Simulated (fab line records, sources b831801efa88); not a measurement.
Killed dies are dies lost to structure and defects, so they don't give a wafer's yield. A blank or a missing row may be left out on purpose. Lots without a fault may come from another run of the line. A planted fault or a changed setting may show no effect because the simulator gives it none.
One fault seen from 2 desks | flow sky130 | each desk has only its own numbers; what lay behind them comes last

THE METROLOGY DESK
What the gauges read, lot by lot, whatever tool the lot ran on: means of the sampled wafers that have a number. A lot is out of limits, marked OUT, if its mean lies more than 4 standard deviations from the usual mean; the brackets give that distance.
Columns: A = VIA2_HDPCVD_THK at SKY_VIA2_THK_MEAS_01, usual 1178 nm; B = VIA2_BOW at SKY_VIA2_BOW_MEAS_03, usual 86 um; C = cd_nm at SKY_VIA2_CD_MEAS_12, usual 200.1 nm; D = VIA2_OVL at SKY_VIA2_OVL_MEAS_13, usual -2 nm
lot  | first seen here | A    | B  | C     | D
L385 | day 35 09:13    | 1183 | 89 | 199.6 | -2
L386 | day 35 19:33    | 1185 | 75 | 200.1 | 4
L394 | day 38 10:10    | 1170 | 95 | 198.5 | -6
L399 | day 39 14:44    | 1179 | 91 | 198.8 | -1
L398 | day 39 17:16    | 1183 | 86 | 195.9 | 0
L402 | day 40 17:51    | 1169 | 91 | 198.3 | -3
This desk's finding: nothing out of limits on any of the 6 lots.

THE TOOL OWNER'S DESK: litho_track-03
The tool's own readings at SKY_VIA2_SOFTBAKE_08 (time 90 s): means of the sampled wafers that have a number, for each lot that ran on this tool. A lot is out of limits, marked OUT, if its mean lies more than 4 standard deviations from the usual mean; the brackets give that distance.
Columns: A = heater_power_total_W at SKY_VIA2_SOFTBAKE_08, usual 57.36 W; B = plate_temp_C at SKY_VIA2_SOFTBAKE_08, usual 100.01 C
lot  | first seen here | A               | B
L394 | day 38 22:00    | 57.36           | 99.92
L398 | day 40 05:00    | 53.50 (-32) OUT | 95.10 (-38) OUT
L402 | day 41 05:00    | 53.47 (-32) OUT | 95.21 (-37) OUT
This desk's finding: out of limits on L398, L402; first on L398, day 40 05:00 (heater_power_total_W at SKY_VIA2_SOFTBAKE_08). In limits: L394.

PUT TOGETHER
The tool owner's desk could have raised an alarm at day 40 05:00, on L398, L402.
The metrology desk saw nothing out of limits.
The metrology desk has L398, L402 on record, within its limits.
Of the lots named, all ran SKY_VIA2_SOFTBAKE_08 on litho_track-03.

WHAT THE SIMULATOR HAD PUT IN
Process parameter drift: litho_track-03, from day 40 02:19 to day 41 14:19, at SKY_VIA2_SOFTBAKE_08. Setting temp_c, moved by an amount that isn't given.
Lots struck among those shown: L398, L402.
Hours from the fault's start to each desk's first reading out of limits: the tool owner's desk, 3.
